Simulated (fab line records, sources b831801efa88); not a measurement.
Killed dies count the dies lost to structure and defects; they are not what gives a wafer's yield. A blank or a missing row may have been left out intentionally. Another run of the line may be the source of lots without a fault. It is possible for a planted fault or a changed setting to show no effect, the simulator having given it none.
One fault through the eyes of 2 desks	flow gf180mcu	each desk has only its own numbers; what lay behind them comes last

THE METROLOGY DESK
What the gauges read for every lot (on any tool): the sampled wafers with a number, averaged. A lot is out of limits, marked OUT, if its mean lies more than 4 standard deviations from the usual mean; the brackets give that distance.
Columns: A = HV_LDD_2_TW at GF_HV_LDD_TW_MEAS_23, usual 1051; B = cdNm at GF_HV_LDD_CD_MEAS_31, usual 399.7 nm; C = HV_LDD_02_OVL at GF_HV_LDD_OVL_MEAS_32, usual 0.6 nm
lot	first seen here	A	B	C
L414	day 11 10:23	1050	402.5	1.5
L415	day 11 23:19	1050	401.7	2.1
L425	day 15 06:36	1060	399.4	-0.5
L426	day 15 15:10	1060	396.9	2.1
L432	day 17 07:02	1046	400.2	1.1
L434	day 18 00:55	1052	398.0	-0.5
Result from this desk: across the 6 lots, nothing is out of limits.

FOR THE TOOL OWNER'S DESK: implanter-02
The tool's own readings at GF_HV_LDD_IMPLANT_34, given as means over the sampled wafers that have a number, one for each lot that went through this tool. A lot is out of limits, marked OUT, if its mean lies more than 4 standard deviations from the usual mean; the brackets give that distance.
Columns: A = doseIonsCm2 at GF_HV_LDD_IMPLANT_34, usual 7.5e+12; B = faradayCurrentUA at GF_HV_LDD_IMPLANT_34, usual 42.3
lot	first seen here	A	B
L414	day 12 05:42	7.5e+12	43.2
L415	day 12 18:18	7.5e+12	42.4
L425	day 16 04:10	7.0e+12 (-56) OUT	38.9 (-4.2) OUT
L426	day 16 13:44	7.0e+12 (-55) OUT	39.7
L434	day 19 00:39	7.5e+12	42.2
This desk's verdict: out of limits on L425, L426, starting with L425 at day 16 04:10 (doseIonsCm2 at GF_HV_LDD_IMPLANT_34). In limits: L414, L415, L434.

TAKEN TOGETHER
The tool owner's desk had the chance to raise an alarm at day 16 04:10 on L425, L426.
The metrology desk saw nothing out of limits.
The metrology desk has L425, L426 on record, within its limits.
On implanter-02, each named lot ran GF_HV_LDD_IMPLANT_34.

WHAT THE SIMULATOR PUT IN
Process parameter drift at GF_HV_LDD_IMPLANT_34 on implanter-02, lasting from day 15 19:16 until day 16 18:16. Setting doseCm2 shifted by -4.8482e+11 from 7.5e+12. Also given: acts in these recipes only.
Lots struck among those shown: L425, L426.
Hours from the fault's start to each desk's first reading out of limits: the tool owner's desk, 9.
